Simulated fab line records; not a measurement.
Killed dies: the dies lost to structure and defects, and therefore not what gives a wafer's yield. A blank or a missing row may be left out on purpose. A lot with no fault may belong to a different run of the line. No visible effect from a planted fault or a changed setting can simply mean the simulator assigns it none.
Which of the tools did it? / flow sky130 / 27 wafers from 9 lots sampled at 2 of the route's 708 steps

WHAT THE GAUGES SHOWED, per wafer
SKY_METAL3_CD_MEAS_13: the cd target is 300 nm.
lot=L527; measured=day 38 08:23; on=cd_sem-02; cd_nm (nm)=300.8 300.3 299.7
lot=L529; measured=day 40 01:28; on=cd_sem-02; cd_nm (nm)=297.9 299.6 299.2
lot=L532; measured=day 40 13:00; on=cd_sem-01; cd_nm (nm)=300.0 301.2 301.1
lot=L533; measured=day 41 04:35; on=cd_sem-02; cd_nm (nm)=299.6 301.1 299.8
lot=L539; measured=day 43 23:29; on=cd_sem-01; cd_nm (nm)=299.9 298.3 299.1
lot=L544; measured=day 44 05:05; on=cd_sem-01; cd_nm (nm)=301.6 302.4 302.5
lot=L547; measured=day 45 12:07; on=cd_sem-02; cd_nm (nm)=302.1 301.7 302.0
lot=L548; measured=day 45 15:13; on=cd_sem-01; cd_nm (nm)=301.6 302.2 302.4
lot=L549; measured=day 45 18:34; on=cd_sem-01; cd_nm (nm)=298.6 299.2 299.4

TOOL THAT RAN EACH LOT (tool first, then ch and the chambers of the sampled wafers, then the start)
lot=L527; SKY_VIA2_CMP_24=cmp-01 ch 1,2,3, day 36 06:02
lot=L529; SKY_VIA2_CMP_24=cmp-01 ch 1,2,3, day 37 21:29
lot=L532; SKY_VIA2_CMP_24=cmp-01 ch 0,1,2, day 38 09:14
lot=L533; SKY_VIA2_CMP_24=cmp-01 ch 0,2,3, day 39 01:58
lot=L539; SKY_VIA2_CMP_24=cmp-01 ch 1,3, day 41 22:44
lot=L544; SKY_VIA2_CMP_24=cmp-02 ch 1,3, day 42 06:10
lot=L547; SKY_VIA2_CMP_24=cmp-02 ch 0,3, day 43 14:55
lot=L548; SKY_VIA2_CMP_24=cmp-02 ch 0,1,2, day 43 17:34
lot=L549; SKY_VIA2_CMP_24=cmp-01 ch 0,1,2, day 43 22:08
- SKY_VIA2_CMP_24: polishes, stops on SiO2, t overpolish 20 s, target thk 0 nm.

WHAT THE TOOLS THEMSELVES READ (means of the sampled wafers that have a number; where no wafer has one, the mark that the record gives instead)
SKY_VIA2_CMP_24.
lot=L527; tool=cmp-01; motor_current_A (A)=11.5; overpolish_run_s (s)=19.998; time_to_endpoint_s (s)=103
lot=L529; tool=cmp-01; motor_current_A (A)=11.2; overpolish_run_s (s)=19.995; time_to_endpoint_s (s)=101
lot=L532; tool=cmp-01; motor_current_A (A)=10.8; overpolish_run_s (s)=20.002; time_to_endpoint_s (s)=104
lot=L533; tool=cmp-01; motor_current_A (A)=10.9; overpolish_run_s (s)=20.001; time_to_endpoint_s (s)=98
lot=L539; tool=cmp-01; motor_current_A (A)=11.2; overpolish_run_s (s)=20.007; time_to_endpoint_s (s)=105
lot=L544; tool=cmp-02; motor_current_A (A)=10.5; overpolish_run_s (s)=20.007; time_to_endpoint_s (s)=100
lot=L547; tool=cmp-02; motor_current_A (A)=11.8; overpolish_run_s (s)=20.004; time_to_endpoint_s (s)=101
lot=L548; tool=cmp-02; motor_current_A (A)=11.0; overpolish_run_s (s)=20.000; time_to_endpoint_s (s)=103
lot=L549; tool=cmp-01; motor_current_A (A)=10.9; overpolish_run_s (s)=20.005; time_to_endpoint_s (s)=105

THE ANSWER, worked out from the rows above alone
Rule: usual is defined by the lots themselves. Put in order of their means at a reading, lots are off if they are a third of the lots or fewer, leave a main group of 4 or more, and stand apart from it by a gap of 3 or more times the standard deviation of the main group's means; of several such gaps the widest counts. The tables above print the reading to a certain number of digits; a main group whose means all agree to those digits is not used. Also off: a lot with no number at a reading for which 4 or more lots have one. All remaining lots with rows at the step are treated as sound. First the gauges in route order, then the tools' own readings, where a lot's mean is used as printed above. The first step at which some lot is off is used, and at that step the reading that is off furthest; a lot without a number counts as furthest.
No lot is off on any of the readings shown, so nothing can be concluded from this.

WHAT THE SIMULATOR HAD INSERTED
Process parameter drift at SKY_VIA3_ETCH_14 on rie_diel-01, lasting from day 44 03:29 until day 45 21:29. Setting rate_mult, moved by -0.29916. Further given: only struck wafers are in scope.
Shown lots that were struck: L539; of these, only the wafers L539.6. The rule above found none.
